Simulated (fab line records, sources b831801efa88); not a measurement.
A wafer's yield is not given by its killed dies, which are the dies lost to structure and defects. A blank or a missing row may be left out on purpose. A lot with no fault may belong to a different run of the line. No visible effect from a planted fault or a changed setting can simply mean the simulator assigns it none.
2 desks looking at one fault | flow gf180mcu | numbers are kept per desk, each desk with only its own; the story behind them comes last

METROLOGY DESK
What the gauges read, lot by lot, whatever tool the lot ran on: means of the sampled wafers that have a number. If a lot's mean is further than 4 standard deviations from the usual mean, the lot is out of limits and carries the mark OUT (the distance appears in the brackets).
Columns: A = VT_IMPLANT_4_TW at GF_VT_IMPLANT_TW_MEAS_43, usual 685; B = HV_LDD_TW at GF_HV_LDD_TW_MEAS_11, usual 2393
lot  | first seen here | A   | B
L502 | day 8 01:19     | 682 | 2405
L504 | day 8 15:44     | 692 | 2407
L507 | day 9 12:50     | 682 | 2404
L508 | day 9 17:32     | 679 | 2394
L509 | day 10 01:14    | 685 | 2387
L510 | day 10 11:48    | 683 | 2409
L511 | day 10 15:23    | 683 | 2403
L512 | day 10 23:38    | 687 | 2400
L513 | day 11 07:35    | 694 | 2400
L516 | day 12 04:26    | 688 | 2393
L518 | day 12 20:12    | 689 | 2373
L521 | day 13 13:58    | 692 | 2375
L522 | day 13 21:44    | 691 | 2382
This desk's finding: nothing out of limits on any of the 13 lots.

DESK OF THE TOOL OWNER: rie-diel-04
The tool's own readings at GF_HV_LDD_ETCHBACK_58 (etches Si3N4 in CH3F/O2, stops on SiO2, time 100 s, target depth 90 nm): means of the sampled wafers that have a number, for each lot that ran on this tool. If a lot's mean is further than 4 standard deviations from the usual mean, the lot is out of limits and carries the mark OUT (the distance appears in the brackets).
Columns: A = O2_flow_sccm at GF_HV_LDD_ETCHBACK_58, usual 29.99 sccm; B = drypump-motor-current-A at GF_HV_LDD_ETCHBACK_58, usual 5.6 A; C = oes-product-au at GF_HV_LDD_ETCHBACK_58, usual 0.843 a.u.; D = rf-fwd-power-W at GF_HV_LDD_ETCHBACK_58, usual 398.0 W; E = throttle-valve-pct at GF_HV_LDD_ETCHBACK_58, usual 10.561 %
lot  | first seen here | A     | B   | C     | D                       | E
L502 | day 13 04:46    | 29.98 | 5.5 | 0.846 | 397.9                   | 10.555
L507 | day 14 23:01    | 29.95 | 5.5 | 0.846 | 397.1                   | 10.564
L511 | day 16 05:47    | 29.92 | 5.8 | 0.843 | 396.9                   | 10.564
L513 | day 17 03:50    | 30.07 | 5.7 | 0.850 | 398.9                   | 10.564
L521 | day 19 16:22    | 30.03 | 5.8 | 0.838 | 556.8 (+99 or more) OUT | 10.565
L522 | day 20 02:32    | 30.00 | 5.8 | 0.825 | 557.8 (+99 or more) OUT | 10.556
This desk finds L521, L522 out of limits, L521 being first, at day 19 16:22 (rf-fwd-power-W at GF_HV_LDD_ETCHBACK_58). L502, L507, L511, L513: within limits.

ALL TOGETHER
The tool owner's desk had the chance to raise an alarm at day 19 16:22 on L521, L522.
Nothing out of limits was seen by the metrology desk.
The metrology desk has L521, L522 on record, within its limits.
On rie-diel-04, each named lot ran GF_HV_LDD_ETCHBACK_58.

WHAT WAS PUT IN BY THE SIMULATOR
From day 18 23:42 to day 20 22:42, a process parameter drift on rie-diel-04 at GF_HV_LDD_ETCHBACK_58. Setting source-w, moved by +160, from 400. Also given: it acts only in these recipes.
Shown lots that were struck: L521, L522.
Time in hours from fault onset to the first out-of-limits reading at each desk: the tool owner's desk, 17.
